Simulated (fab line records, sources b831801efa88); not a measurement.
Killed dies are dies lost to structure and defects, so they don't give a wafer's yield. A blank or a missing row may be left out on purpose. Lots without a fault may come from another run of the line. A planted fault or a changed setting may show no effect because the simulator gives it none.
Problem report in the 8D (eight disciplines) form, filled by code | flow sky130 | the parts of the form that need people (team, actions taken, sign-off) are left out

1. THE PROBLEM
POLY_GATE_OXIDATION_THK at SKY_POLY_GATE_THK_MEAS_21 reads a mean of 6.43 nm on 6 wafers of 2 lots; wafers without a fault read 4.05 nm with a standard deviation of 0.088. That is +27 standard deviations from the usual mean.
First seen on wafer L180.2, day 22 14:25, on film_metro-02. The record holds 36 wafers of 12 lots with a number at this step. Rule for "out", or "out of limits": more than 4 standard deviations from the usual mean. The other wafers with a number count as sound.

2. WHAT IT IS AND WHAT IT IS NOT
question                    | is                      | is not
which readings at this step | POLY_GATE_OXIDATION_THK | -
which lots                  | L180, L186              | L164, L165, L166, L167, L168, L169, L172, L173, L174, L181
which wafers of those lots  | all that have a number  | -
read on which gauges        | film_metro-02           | film_metro-01, film_metro-04
when                        | from day 22 14:25       | up to then (27 sound wafers); but 3 sound wafers of L181 came after

3. SUSPECTS, AND WHAT RULES EACH OUT
Counting: a tool at a process step up to the reading stays a suspect if it ran every lot that is out and no sound lot after the first of them.
- the gauge at SKY_POLY_GATE_THK_MEAS_21: ruled out. All the wafers that are out were read on film_metro-02, but those of them that SKY_POLY_GATE_OXIDATION_20 has rows for are out there too, on other tools.
- furnace-01 at SKY_POLY_GATE_OXIDATION_20 (stabilise 600 s, purge 300 s, target thk 4 nm): kept. It ran every lot that is out, first L180 (day 22 13:10), and no sound lot after that; its last sound lot up to then is L174 (day 20 16:11). Its own readings are out on those wafers: spike_tc_bottom_C, spike_tc_centre_C, spike_tc_lower_C, spike_tc_top_C, spike_tc_upper_C, tube_center_temp_C, tube_center_temp_C_max, zone_power_bottom_pct, zone_power_top_pct, zone_power_upper_pct.
Left after counting: furnace-01 at SKY_POLY_GATE_OXIDATION_20.

4. THE CAUSE (what the simulator had put in)
Process parameter drift: furnace-01, from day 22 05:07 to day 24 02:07, at SKY_POLY_GATE_OXIDATION_20. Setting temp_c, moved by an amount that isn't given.
Counting left only this tool.

5. THE CHAIN OF EFFECTS, in route order
Each row: a reading whose mean over the struck wafers that have a number lies more than 3 standard deviations from the usual. Only readings for which the record gives a usual standard deviation are gone through. hours: the time from each lot's start at the first step in this table that gives one to its start at this step, as a median over the lots. sigmas: the change in usual standard deviations.
hours | step                       | reading                 | usual   | on struck wafers | change | sigmas
0     | SKY_POLY_GATE_OXIDATION_20 | spike_tc_bottom_C       | 870 C   | 906              | +36    | +8.2
0     | SKY_POLY_GATE_OXIDATION_20 | spike_tc_centre_C       | 850.5 C | 890.4            | +39.9  | +36
0     | SKY_POLY_GATE_OXIDATION_20 | spike_tc_lower_C        | 850.4 C | 890.4            | +40.0  | +36
0     | SKY_POLY_GATE_OXIDATION_20 | spike_tc_top_C          | 860 C   | 896              | +36    | +10
0     | SKY_POLY_GATE_OXIDATION_20 | spike_tc_upper_C        | 850.5 C | 890.1            | +39.6  | +40
0     | SKY_POLY_GATE_OXIDATION_20 | tube_center_temp_C      | 850 C   | 890              | +40    | +99 or more
0     | SKY_POLY_GATE_OXIDATION_20 | tube_center_temp_C_max  | 852.2   | 891.8            | +39.6  | +99 or more
0     | SKY_POLY_GATE_OXIDATION_20 | zone_power_bottom_pct   | 22.9 %  | 25.9             | +3.0   | +4.4
0     | SKY_POLY_GATE_OXIDATION_20 | zone_power_top_pct      | 30.7 %  | 33.1             | +2.4   | +7.2
0     | SKY_POLY_GATE_OXIDATION_20 | zone_power_upper_pct    | 15.43 % | 16.66            | +1.23  | +4.6
1     | SKY_POLY_GATE_THK_MEAS_21  | POLY_GATE_OXIDATION_THK | 4.05 nm | 6.43             | +2.38  | +27
The process steps in it:
- SKY_POLY_GATE_OXIDATION_20: stabilise 600 s, purge 300 s, target thk 4 nm.
Later measuring or inspecting steps at which every struck wafer that the step has a row for has a number for every such reading, and none has moved that far: SKY_LDD_N_OVL_MEAS_07.

6. WHAT WOULD HAVE CAUGHT IT SOONER
In this record the first reading out of limits at a measuring or inspecting step was taken at day 22 14:25, 9 hours after the fault began at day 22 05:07.
The tool's own readings at SKY_POLY_GATE_OXIDATION_20 were out on every struck wafer that the step has a row for (spike_tc_bottom_C, spike_tc_centre_C, spike_tc_lower_C, spike_tc_top_C, spike_tc_upper_C, tube_center_temp_C, tube_center_temp_C_max, zone_power_bottom_pct, zone_power_top_pct, zone_power_upper_pct): an alarm limit on them would have fired on the first of those.
Of the lots that are out (2), L186 began SKY_POLY_GATE_OXIDATION_20 on furnace-01 after day 22 14:25. A hold on the tool at that time would have spared it.
